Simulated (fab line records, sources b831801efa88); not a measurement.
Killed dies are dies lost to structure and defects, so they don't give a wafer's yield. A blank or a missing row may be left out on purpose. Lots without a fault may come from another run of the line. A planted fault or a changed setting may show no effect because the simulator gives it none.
One fault seen from 2 desks | flow gf180mcu | each desk has only its own numbers; what lay behind them comes last

THE TOOL OWNER'S DESK: implanter-02
The tool's own readings at GF_HV_LDD_IMPLANT_09: means of the sampled wafers that have a number, for each lot that ran on this tool. A lot is out of limits, marked OUT, if its mean lies more than 4 standard deviations from the usual mean; the brackets give that distance.
Columns: A = tilt_deg at GF_HV_LDD_IMPLANT_09, usual 6.999 degrees
lot  | first seen here | A
L809 | day 10 16:59    | 7.003
L810 | day 10 21:14    | 7.010
L812 | day 11 13:52    | 6.990
L819 | day 13 16:58    | 7.012
L820 | day 13 20:11    | 6.984
L822 | day 14 15:37    | 6.363 (-30) OUT
L823 | day 15 00:09    | 6.316 (-33) OUT
L825 | day 15 12:35    | 6.349 (-31) OUT
This desk's finding: out of limits on L822, L823, L825; first on L822, day 14 15:37 (tilt_deg at GF_HV_LDD_IMPLANT_09). In limits: L809, L810, L812, L819, L820.

THE METROLOGY DESK
What the gauges read, lot by lot, whatever tool the lot ran on: means of the sampled wafers that have a number. A lot is out of limits, marked OUT, if its mean lies more than 4 standard deviations from the usual mean; the brackets give that distance.
Columns: A = POLY_GATE_OXIDATION_THK at GF_POLY_GATE_THK_MEAS_17, usual 3.97 nm; B = cd_nm at GF_HV_LDD_CD_MEAS_19, usual 400.3 nm
lot  | first seen here | A    | B
L807 | day 9 07:56     | 4.11 | 402.5
L808 | day 9 11:39     | 4.09 | 398.7
L809 | day 9 23:18     | 3.94 | 399.7
L810 | day 10 03:13    | 4.05 | 399.4
L811 | day 10 11:04    | 4.06 | 404.1
L812 | day 10 19:29    | 4.04 | 397.4
L814 | day 11 11:47    | 3.94 | 401.1
L815 | day 11 15:55    | 3.96 | 399.3
L816 | day 11 20:11    | 3.93 | 398.1
L819 | day 12 20:25    | 4.05 | 399.2
L820 | day 13 00:14    | 4.00 | 402.5
L821 | day 13 10:44    | 3.97 | 399.3
L822 | day 13 19:23    | 3.88 | 399.2
L823 | day 14 03:20    | 3.96 | 401.3
L825 | day 14 15:31    | 3.91 | 401.3
This desk's finding: nothing out of limits on any of the 15 lots.

PUT TOGETHER
The tool owner's desk could have raised an alarm at day 14 15:37, on L822, L823, L825.
The metrology desk saw nothing out of limits.
The metrology desk has L822, L823, L825 on record, within its limits.
Of the lots named, all ran GF_HV_LDD_IMPLANT_09 on implanter-02.

WHAT THE SIMULATOR HAD PUT IN
Process parameter drift: implanter-02, from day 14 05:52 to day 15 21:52, at GF_HV_LDD_IMPLANT_09. Setting tilt_deg, moved by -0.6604, from 7. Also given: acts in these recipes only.
Lots struck among those shown: L822, L823, L825.
Hours from the fault's start to each desk's first reading out of limits: the tool owner's desk, 10.
